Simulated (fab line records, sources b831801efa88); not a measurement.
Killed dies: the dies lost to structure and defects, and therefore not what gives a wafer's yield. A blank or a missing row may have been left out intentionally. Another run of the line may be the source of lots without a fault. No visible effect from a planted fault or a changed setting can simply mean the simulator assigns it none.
Chamber matching + flow gf180mcu + pecvd-03 running GF_V5_CVD_02: 3 sister chambers
The step deposits SiO2 from TEOS, target thk 1450 nm, time 163.28 s. 3 wafers are shown with their chamber, then 7 later ones without.

== WAFERS PAIRED WITH THEIR CHAMBERS ==
| wafer  | chamber | heater power w (W) |
|--------|---------|--------------------|
| L082.3 | 2       | 637                |
| L087.1 | 0       | 735                |
| L087.2 | 1       | 845                |

== WAFERS WHOSE CHAMBER IS MISSING ==
| wafer  | heater power w (W) |
|--------|--------------------|
| L087.6 | 753                |
| L094.2 | 747                |
| L094.4 | 767                |
| L094.6 | 673                |
| L096.1 | 710                |
| L096.3 | 727                |
| L096.6 | 800                |

== WHICH CHAMBER EACH ONE RAN IN ==
| wafer  | from the rows above     | in truth                   |
|--------|-------------------------|----------------------------|
| L087.6 | 0                       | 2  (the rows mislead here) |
| L094.2 | 0                       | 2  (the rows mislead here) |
| L094.4 | can't be placed: 0 or 1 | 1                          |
| L094.6 | can't be placed: 2 or 0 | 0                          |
| L096.1 | can't be placed: 0 or 2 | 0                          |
| L096.3 | 0                       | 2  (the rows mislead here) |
| L096.6 | can't be placed: 1 or 0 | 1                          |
Correct placement for 0 of the 7. Unplaceable from these rows: 4, with the true chamber sitting among the candidates in 4. Number placed wrongly: 3.
How it was worked out, from the rows above alone: a wafer's distance from a chamber is the root of the sum, over the readings, of the square of ((its reading less the chamber's mean) divided by the reading's scatter). The wafer belongs to the nearest chamber; if the next one is less than 2 further off, it can't be placed. A chamber's mean is the mean of its shown wafers. The scatter (one wafer shown for each chamber): square how far every hidden wafer sits from the nearest shown wafer, average those squares and take the square root.
